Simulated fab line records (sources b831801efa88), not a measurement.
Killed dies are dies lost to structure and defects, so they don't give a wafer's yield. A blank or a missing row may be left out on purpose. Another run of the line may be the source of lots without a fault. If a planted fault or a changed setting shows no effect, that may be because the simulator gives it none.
A single fault, viewed from 2 desks + flow gf180mcu + what lay behind the numbers comes last; until then each desk has only its own

## FROM THE METROLOGY DESK
Means of the sampled wafers that have a number, per lot and without regard to the tool the lot ran on: this is what the gauges read. Marked OUT: a lot whose mean sits more than 4 standard deviations from the usual mean, which makes it out of limits; the brackets give that distance.
Columns: A = cdNm at GF_STI_CD_MEAS_12, usual 220.1 nm; B = STI_OXIDATION_02_THK at GF_STI_THK_MEAS_30, usual 9.91 nm
| lot  | first seen here | A     | B     |
|------|-----------------|-------|-------|
| L920 | day 2 01:11     | 221.5 | 10.13 |
| L921 | day 2 06:35     | 222.3 | 9.99  |
| L923 | day 2 17:01     | 220.4 | 9.95  |
| L924 | day 2 23:23     | 221.7 | 9.74  |
| L925 | day 3 02:33     | 218.3 | 9.93  |
| L926 | day 3 08:37     | 220.3 | 9.75  |
| L927 | day 3 15:14     | 219.2 | 9.99  |
| L928 | day 3 20:40     | 220.4 | 9.92  |
| L929 | day 4 01:08     | 219.7 | 10.00 |
| L931 | day 4 10:28     | 221.1 | 9.95  |
| L932 | day 4 16:20     | 221.8 | 9.95  |
| L940 | day 6 07:51     | 221.2 | 9.81  |
| L942 | day 6 20:29     | 219.4 | 9.73  |
| L943 | day 7 02:32     | 219.8 | 9.70  |
This desk's finding: nothing out of limits on any of the 14 lots.

## FOR THE TOOL OWNER'S DESK: lithoTrack-03
The tool's own readings at GF_LVPWELL_DEVELOP_06 (develop time 60 s): means of the sampled wafers that have a number, for each lot that ran on this tool. Marked OUT: a lot whose mean sits more than 4 standard deviations from the usual mean, which makes it out of limits; the brackets give that distance.
Columns: A = developerTempC at GF_LVPWELL_DEVELOP_06, usual 22.98 C
| lot  | first seen here | A                |
|------|-----------------|------------------|
| L927 | day 5 13:00     | 22.90            |
| L928 | day 5 22:00     | 22.89            |
| L929 | day 6 10:00     | 23.91 (+10) OUT  |
| L931 | day 6 20:00     | 23.82 (+9.3) OUT |
| L943 | day 9 08:00     | 23.03            |
Finding of this desk: L929, L931 out of limits; the first was L929 at day 6 10:00, on developerTempC at GF_LVPWELL_DEVELOP_06. L927, L928, L943 stayed within limits.

## TAKEN TOGETHER
The tool owner's desk could have raised an alarm at day 6 10:00, on L929, L931.
Nothing out of limits was seen by the metrology desk.
The metrology desk has L929, L931 on record, within its limits.
All the named lots went through GF_LVPWELL_DEVELOP_06 on lithoTrack-03.

## WHAT THE SIMULATOR PUT IN
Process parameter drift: lithoTrack-03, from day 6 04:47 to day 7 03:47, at GF_LVPWELL_DEVELOP_06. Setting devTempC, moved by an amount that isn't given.
Struck lots among those shown: L929, L931.
Each desk's first reading out of limits, in hours after the fault started: the tool owner's desk, 5.
